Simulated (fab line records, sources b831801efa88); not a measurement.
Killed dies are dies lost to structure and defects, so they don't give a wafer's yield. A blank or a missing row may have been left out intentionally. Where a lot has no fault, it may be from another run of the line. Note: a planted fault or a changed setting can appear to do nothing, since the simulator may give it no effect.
fab line records	flow sfq-line
record lots=5	wafers=14	last-day=91
route steps=325 shown C5@243 M6@251
lots with no fault: from the same line, run without faults
start-h: hours from the record's opening day to when the first of the lot's shown wafers began	wait-h: hours elapsed since this lot's preceding step	" the same as in the row above	L1.1+2: a single row standing in for several wafers	- either no value or no given start	* or withheld: withheld	< > ~ a bound
route shown NAME@n: names a module that has steps shown in the file, with the first one's number in the route	usual: average and standard deviation across the fault-free wafers	same: alike in all rows	chamber/n: place in a boat	sites: per-site readings	_std_site: the standard deviation of these	_edge_site: inner sites' mean taken away from outer sites' mean	radius-mm: for every site, how far away it sits from the centre of the wafer	mask NAME#n: copy n	behind: the last tool/chamber to shape the wafer	hold: why the lot went on hold/how many hours it stayed there/how the hold came to an end	device: transistor that didn't switch, given as n, p or np	end of line: the same wafers' tests at the end of the route	a step with no rows: only its recipe	killed: dies that structure and defects cost at the first sort, which is not the same as the wafer's yield	map: the dies of a wafer, with x for killed, . for not killed, _ for no die there
set.NAME: setting as actually run; set.NAME@STEP: the setting as run at that earlier step	model.NAME: the simulator's own value behind a step, which no gauge read
lots at selected steps of the route; one table per step, one row per wafer
services: when a tool's chamber went out of use (start-h, in hours from the record's first day, below 0 if earlier), for how many hours, and the reason
## steps
# step SFQ_TRILAYER_C5_LITHO_EXPOSE_152
# recipe mask-id=C5	na=0.6	source-shape=conventional	sigma-outer=0.65	target-cd-nm=500	dose-mj=21.3
# step SFQ_TRILAYER_C5_LITHO_PEB_154
# recipe peb-temp-c=115	peb-time-s=60	resist=KrF
# step SFQ_TRILAYER_C5_LITHO_DEVELOP_153
# recipe time-s=60	resist=KrF
# step SFQ_C5_OVL_MEAS_937
# usual C5_OVL=-1/6.7
lot.wafer	tool	chamber	start-h	wait-h	C5_OVL[nm]
L696.2	overlay-02	-	1617.90	0.1	-2
L696.3	"	-	"	"	-2
L696.4	"	-	"	"	-2
L701.4	overlay-01	-	1671.01	0.1	-6
L701.5	"	-	"	"	-3
L701.6	"	-	"	"	-8
L703.1	overlay-01	-	1674.39	0.1	-16
L703.4	"	-	"	"	-15
L703.6	"	-	"	"	-10
L710.3	overlay-01	-	1737.71	0.1	-10
L710.6	"	-	"	"	-13
L714.3	overlay-01	-	1807.03	0.1	6
L714.4	"	-	"	"	-1
L714.5	"	-	"	"	-2
# step SFQ_TRILAYER_C5_BARC_OPEN_VIA_ETCH_210
# recipe mask-material=PR	chemistry=O2	target-depth-nm=125	target=BARC	source-w=500	bias-w=80	pressure-mtorr=30	time-s=41.7
# usual drypump-motor-current-A=5.6/0.39	oes-product-au=0.685/0.0048
lot.wafer	tool	chamber	start-h	wait-h	drypump-motor-current-A	oes-product-au	rf-hours-counter-h
L696.2	rie-diel-01	1	1617.93	0.0	5.2	0.685	15
L696.3	"	2	"	"	4.8	0.686	18
L696.4	"	0	"	"	5.4	0.693	17
L701.4	rie-diel-02	0	1671.03	0.0	5.5	0.684	0
L701.5	"	2	"	"	5.8	0.681	-
L701.6	"	3	"	"	5.9	0.687	-
L703.1	rie-diel-03	3	1674.43	0.0	5.0	0.686	12
L703.4	"	1	"	"	5.8	0.690	15
L703.6	"	0	"	"	6.3	0.684	-
L710.3	rie-diel-01	3	1737.74	0.0	5.6	0.692	17
L710.6	"	0	"	"	5.4	0.684	-
L714.3	rie-diel-01	3	1807.05	0.0	5.6	0.690	18
L714.4	"	2	"	"	4.8	0.679	1
L714.5	"	3	"	"	5.7	0.682	-
# step SFQ_TRILAYER_C5_ETCH_VIA_ETCH_154
# recipe target=SiO2	mask-material=PR	chemistry=CHF3	target-depth-nm=84	source-w=500	bias-w=80	pressure-mtorr=30	time-s=withheld	stop-on=Nb
# usual drypump-motor-current-A=5.6/0.39	oes-product-au=0.896/0.0091
lot.wafer	tool	chamber	start-h	wait-h	drypump-motor-current-A	oes-product-au
L696.2	rie-diel-01	1	1617.97	0.0	5.2	0.902
L696.3	"	2	"	"	4.8	0.905
L696.4	"	0	"	"	5.4	0.894
L701.4	rie-diel-02	0	1671.07	0.0	5.5	0.895
L701.5	"	2	"	"	5.9	0.880
L701.6	"	3	"	"	5.8	0.899
L703.1	rie-diel-03	3	1674.47	0.0	5.0	0.887
L703.4	"	1	"	"	5.8	0.903
L703.6	"	0	"	"	6.2	0.874
L710.3	rie-diel-01	3	1737.78	0.0	5.7	0.900
L710.6	"	0	"	"	5.4	0.902
L714.3	rie-diel-01	3	1807.09	0.0	5.6	0.894
L714.4	"	2	"	"	4.8	0.907
L714.5	"	3	"	"	5.6	0.906
# step SFQ_TRILAYER_C5_STRIP_STRIP_155
# recipe gas=O2	power-w=200	platen-temp-c=40	overash-fraction=0.65	chemistry=O2	pressure-mtorr=50
# usual drypump-motor-current-A=5.8/0.39	oes-product-au=1.005/0.014	platen-temp-c=39.99/0.13
lot.wafer	tool	chamber	start-h	wait-h	drypump-motor-current-A	oes-product-au	platen-temp-c	rf-hours-counter-h
L696.2	rie-metal-01	1	1618.22	-	5.6	1.023	40.08	-
L696.3	"	1	"	"	5.6	1.019	39.97	-
L696.4	"	1	"	"	5.6	1.015	39.73	-
L701.4	rie-metal-04	0	1671.32	-	6.2	0.989	40.00	-
L701.5	"	1	"	"	5.7	1.030	40.28	-
L701.6	"	0	"	"	6.2	0.999	40.05	-
L703.1	rie-metal-02	0	1674.52	-	6.3	0.991	40.00	76
L703.4	"	1	"	"	5.9	1.025	40.06	-
L703.6	"	1	"	"	5.9	1.017	39.81	-
L710.3	rie-metal-01	1	1738.03	-	5.6	1.028	39.94	-
L710.6	"	0	"	"	5.0	0.994	39.85	-
L714.3	rie-metal-01	0	1807.34	-	5.0	0.985	39.76	-
L714.4	"	1	"	"	5.6	1.027	40.04	-
L714.5	"	1	"	"	5.6	1.014	40.01	-
# step SFQ_TRILAYER_C5_STRIP_SOLV_CLEAN_156
# recipe chemistry=NMP	temp-c=70	time-s=600
# step SFQ_TRILAYER_M6_DEP_PRE_CLEAN_158
# recipe gas=Ar	time-s=22.5	bias-v=250
# step SFQ_TRILAYER_M6_DEP_SPUTTER_157
# recipe material=Nb	base-pressure-pa=1.33e-06	chamber-pressure-pa=0.1333	substrate-temp-c=20	target-thk-nm=200	power-w=2000	time-s=133.3
# usual throttle-valve-pct=29.4/1.2
lot.wafer	tool	chamber	start-h	wait-h	throttle-valve-pct
L696.2	pvd-sputter-05	-	1619.60	0.0	27.5
L696.3	"	-	"	"	28.1
L696.4	"	-	"	"	29.5
L701.4	pvd-sputter-03	-	1671.92	0.0	29.8
L701.5	"	-	"	"	31.7
L701.6	"	-	"	"	29.3
L703.1	pvd-sputter-05	-	1675.32	0.0	28.2
L703.4	"	-	"	"	29.6
L703.6	"	-	"	"	27.6
L710.3	pvd-sputter-06	-	1738.63	0.0	29.0
L710.6	"	-	"	"	29.6
L714.3	pvd-sputter-03	-	1808.12	0.0	30.8
L714.4	"	-	"	"	31.7
L714.5	"	-	"	"	29.2
# step SFQ_M6_RS_MEAS_938
# recipe thk-meas-gauge=four-point-probe	reads=Nb_of_TRILAYER_M6_DEP_SPUTTER_157
# usual M6_NB_RS=0.890/0.012
lot.wafer	tool	chamber	start-h	wait-h	M6_NB_RS[ohm/sq]
L696.2	film-metro-03	-	1619.71	0.1	0.915
L696.3	"	-	"	"	0.901
L696.4	"	-	"	"	0.916
L701.4	film-metro-01	-	1672.07	0.1	0.883
L701.5	"	-	"	"	0.878
L701.6	"	-	"	"	0.870
L703.1	film-metro-01	-	1675.41	0.0	0.876
L703.4	"	-	"	"	0.907
L703.6	"	-	"	"	0.870
L710.3	film-metro-03	-	1738.76	0.1	0.864
L710.6	"	-	"	"	0.890
L714.3	film-metro-01	-	1808.25	0.1	0.896
L714.4	"	-	"	"	0.880
L714.5	"	-	"	"	0.876
# step SFQ_TRILAYER_M6_LITHO_COAT_164
# recipe resist=BARC	spin-rpm=3000	resist-thk-nm=62
# usual resist-line-temp-C=22.99/0.1
lot.wafer	tool	chamber	start-h	wait-h	resist-line-temp-C	model.BARC_of_TRILAYER_M6_LITHO_COAT_164.thk-nm
L696.2	litho-track-01	0	1619.92	0.1	22.86	62.26
L696.3	"	0	"	"	22.91	62
L696.4	"	0	"	"	22.97	62.32
L701.4	litho-track-04	0	1672.34	0.2	22.82	61.98
L701.5	"	0	"	"	22.94	61.7
L701.6	"	0	"	"	22.86	61.8
L703.1	litho-track-01	0	1675.59	0.1	23.03	61.82
L703.4	"	0	"	"	23.00	61.91
L703.6	"	0	"	"	22.95	62.04
L710.3	litho-track-04	0	1739.00	0.1	23.17	59.34
L710.6	"	0	"	"	22.93	59.41
L714.3	litho-track-01	0	1808.49	0.1	23.13	62.2
L714.4	"	0	"	"	22.85	61.99
L714.5	"	0	"	"	22.98	62.19
# step SFQ_TRILAYER_M6_LITHO_COAT_159
# recipe resist=KrF	spin-rpm=3000	resist-thk-nm=600
# step SFQ_TRILAYER_M6_LITHO_SOFTBAKE_163
# recipe temp-c=withheld	time-s=withheld	resist=KrF
# step SFQ_TRILAYER_M6_LITHO_EXPOSE_160
# recipe mask-id=M6	na=0.6	source-shape=conventional	sigma-outer=0.65	target-cd-nm=500	dose-mj=14.4
# step SFQ_TRILAYER_M6_LITHO_PEB_162
# recipe peb-temp-c=115	peb-time-s=60	resist=KrF
# step SFQ_TRILAYER_M6_LITHO_DEVELOP_161
# recipe time-s=60	resist=KrF
# step SFQ_M6_OVL_MEAS_940
# usual M6_OVL=2/5.8
lot.wafer	tool	chamber	start-h	wait-h	M6_OVL[nm]
L696.2	overlay-01	-	1711.67	0.1	1
L696.3	"	-	"	"	-2
L696.4	"	-	"	"	1
L701.4	overlay-02	-	1781.71	0.1	2
L701.5	"	-	"	"	-2
L701.6	"	-	"	"	2
L703.1	overlay-01	-	1785.29	0.1	2
L703.4	"	-	"	"	-4
L703.6	"	-	"	"	0
L710.3	overlay-02	-	1856.59	0.1	13
L710.6	"	-	"	"	6
L714.3	overlay-02	-	1861.39	0.1	9
L714.4	"	-	"	"	9
L714.5	"	-	"	"	6
# step SFQ_TRILAYER_M6_BARC_OPEN_METAL_ETCH_206
# recipe mask-material=PR	chemistry=O2	target-depth-nm=125	target=BARC	icp-w=600	bias-w=80	pressure-mtorr=10	time-s=41.7
# usual drypump-motor-current-A=5.9/0.52	oes-product-au=0.685/0.0042
lot.wafer	tool	chamber	start-h	wait-h	drypump-motor-current-A	oes-product-au	rf-hours-counter-h	model.etch.depth-nm
L696.2	rie-metal-03	0	1711.70	0.0	5.0	0.685	95	62.26
L696.3	"	0	"	"	5.1	0.684	-	62
L696.4	"	1	"	"	6.5	0.684	-	62.32
L701.4	rie-metal-04	0	1781.79	0.1	6.2	0.685	-	61.98
L701.5	"	0	"	"	6.2	0.687	-	61.7
L701.6	"	0	"	"	6.2	0.686	-	61.8
L703.1	rie-metal-03	1	1785.33	0.0	6.5	0.688	123	61.82
L703.4	"	0	"	"	5.1	0.687	-	61.91
L703.6	"	0	"	"	5.0	0.681	-	62.04
L710.3	rie-metal-04	1	1856.63	0.0	5.7	0.673	-	59.34
L710.6	"	1	"	"	5.7	0.668	-	59.41
L714.3	rie-metal-02	0	1861.43	0.0	6.3	0.692	-	62.2
L714.4	"	1	"	"	5.8	0.683	-	61.99
L714.5	"	0	"	"	6.3	0.682	-	62.19
# step SFQ_TRILAYER_M6_ETCH_METAL_ETCH_162
# recipe target=Nb	stop-on=SiO2	mask-material=PR	chemistry=Cl2/Ar	target-depth-nm=240	icp-w=600	bias-w=80	pressure-mtorr=10	time-s=120
# usual drypump-motor-current-A=5.9/0.52	oes-product-au=0.894/0.0083
lot.wafer	tool	chamber	start-h	wait-h	drypump-motor-current-A	oes-product-au	rf-hours-counter-h
L696.2	rie-metal-03	0	1711.76	0.0	5.1	0.886	95
L696.3	"	0	"	"	5.1	0.890	-
L696.4	"	1	"	"	6.5	0.881	-
L701.4	rie-metal-04	0	1781.97	0.2	6.2	0.901	-
L701.5	"	0	"	"	6.2	0.896	-
L701.6	"	0	"	"	6.2	0.910	-
L703.1	rie-metal-03	1	1785.39	0.0	6.5	0.896	123
L703.4	"	0	"	"	5.0	0.881	-
L703.6	"	0	"	"	5.1	0.910	-
L710.3	rie-metal-04	1	1856.71	0.1	5.7	0.905	-
L710.6	"	1	"	"	5.7	0.900	-
L714.3	rie-metal-02	0	1861.51	0.1	6.3	0.897	-
L714.4	"	1	"	"	5.8	0.895	-
L714.5	"	0	"	"	6.3	0.904	-
## services
tool	chamber	start-h	hours	kind
rie-metal-02	0	1610.88	22.4	repair
rie-diel-02	0	1618.04	9.5	repair
rie-metal-01	-	1628.96	4.3	pm
rie-metal-01	0	1643.45	5.8	repair
rie-diel-01	2	1645.39	4.7	repair
rie-metal-03	1	1647.80	22.7	repair
rie-diel-02	3	1648.13	5.2	repair
pvd-sputter-03	-	1657.31	2.3	repair
pvd-sputter-03	-	1666.57	5.1	repair
rie-diel-01	2	1679.45	7.6	repair
rie-diel-03	0	1680.41	8.4	repair
rie-metal-01	1	1689.12	1.5	repair
rie-diel-02	0	1700.67	9.6	repair
rie-diel-01	-	1714.67	2.8	pm
rie-metal-03	-	1757.88	2.8	pm
rie-diel-01	3	1783.52	7.4	repair
rie-diel-01	0	1784.70	21.5	repair
rie-metal-03	0	1795.70	9.9	repair
rie-metal-04	0	1818.42	28.3	repair
rie-diel-01	3	1822.65	11.5	repair
rie-metal-02	1	1824.40	6.9	repair
rie-metal-01	-	1824.43	1.4	pm
rie-metal-03	1	1830.26	2.0	repair
rie-diel-01	0	1831.82	5.3	repair
## key
first-sign step=SFQ_TRILAYER_M6_BARC_OPEN_METAL_ETCH_206	reading=oes-product-au	direction=down	sigmas=3.5	usual=0.685	struck=0.670
effect none on later readings
model-effect step=SFQ_TRILAYER_M6_LITHO_COAT_164	value=BARC_of_TRILAYER_M6_LITHO_COAT_164.thk-nm	without=62.04	struck=59.38
model-effect step=SFQ_TRILAYER_M6_BARC_OPEN_METAL_ETCH_206	value=etch.depth-nm	without=62.04	struck=59.38
met-at SFQ_TRILAYER_M6_LITHO_COAT_164
struck-wafers L710.3,L710.6
onset-between 1672.34 1739.00
also-fits SFQ_TRILAYER_M6_DEP_SPUTTER_157:pvd-sputter-06,SFQ_TRILAYER_M6_BARC_OPEN_METAL_ETCH_206:rie-metal-04
fault kind=process-parameter-drift	tool=litho-track-04	chamber=-	onset-h=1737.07	steps=SFQ_TRILAYER_M6_LITHO_COAT_164	channel=resist-thk-nm	offset=-2.663	shape=step	end-h=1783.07	scope=struck-wafers-only	acts-in=these-recipes-only	stated=62
